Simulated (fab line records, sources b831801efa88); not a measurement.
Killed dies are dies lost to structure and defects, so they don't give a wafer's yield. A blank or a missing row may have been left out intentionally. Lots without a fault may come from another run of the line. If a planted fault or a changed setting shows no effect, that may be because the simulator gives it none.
8D (eight disciplines) problem report, filled in by code | flow gf180mcu | the parts of the form that need people (team, actions taken, sign-off) are left out

== 1. WHAT WENT WRONG ==
At GF_M5_ETCH_09, rfFwdPowerW averages 653 W over 6 wafers from 2 lots, while fault-free wafers read 787 W, standard deviation 4.5. Relative to the usual mean, that is a shift of -30 standard deviations.
The step: etches Si3N4 in CF4/O2, target depth 52 nm, time 11.6 s.
The first sign was on wafer L868.2 at day 29 13:13, on rieDiel-01. Wafers with a number at this step in the record: 18, from 6 lots. The rule behind "out" and "out of limits": a value lying over 4 standard deviations away from the usual mean. All remaining wafers that have a number are taken as sound.

== 2. WHAT THIS IS AND IS NOT ==
question                    | is                        | is not
which readings at this step | rfFwdPowerW, oesProductAu | drypumpMotorCurrentA
which lots                  | L868, L870                | L858, L860, L875, L880
which wafers of those lots  | all that have a number    | -
read on which tools         | rieDiel-01                | rieDiel-02, rieDiel-04
when                        | from day 29 13:13         | up to then (6 sound wafers); but 6 sound wafers of L875, L880 came after

== 3. SUSPECTS, AND WHAT RULES EACH OUT ==
Counting: a tool at a process step up to the reading stays a suspect if it ran every lot that is out and no sound lot after the first of them.
- plasmaAsher-04 at GF_MIM_STRIP_20 (strips in O2/N2): ruled out as a lasting fault. After its first lot that is out, L868 (day 28 18:07), sound lots L875 ran on it.
- rieDiel-01 at GF_M5_ETCH_09 (etches Si3N4 in CF4/O2, target depth 52 nm, time 11.6 s): kept. All lots that are out passed through it, beginning with L868 at day 29 13:13, and no sound lot followed; its final sound lot before that point was L860 at day 27 02:04. Out on those wafers are its own readings of oesProductAu, rfFwdPowerW.
The count leaves rieDiel-01 at GF_M5_ETCH_09.

== 4. THE CAUSE (what the simulator had put in) ==
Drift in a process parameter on rieDiel-01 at GF_M5_ETCH_09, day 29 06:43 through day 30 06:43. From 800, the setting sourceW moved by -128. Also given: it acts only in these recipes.
Only this tool survived the counting.

== 5. THE CHAIN OF EFFECTS, in route order ==
Rows list readings where the struck wafers' mean (over those with a number) sits beyond 3 standard deviations from the usual. Only readings for which the record gives a usual standard deviation are gone through. hours: the time from each lot's start at the first step in this table that gives one to its start at this step, as a median over the lots. sigmas: the change in usual standard deviations.
hours | step          | reading          | usual      | on struck wafers | change | sigmas
0     | GF_M5_ETCH_09 | oesProductAu     | 0.997 a.u. | 0.895            | -0.102 | -7.3
0     | GF_M5_ETCH_09 | rfFwdPowerW      | 787 W      | 653              | -134   | -30
0     | GF_M5_ETCH_09 | throttleValvePct | 5.969 %    | 5.938            | -0.031 | -3.2
Its process steps:
- GF_M5_ETCH_09: etches Si3N4 in CF4/O2, target depth 52 nm, time 11.6 s.

== 6. HOW IT WOULD HAVE BEEN CAUGHT EARLIER ==
The fault began at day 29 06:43; the first out-of-limits reading in this record came at day 29 13:13, 6 hours later.
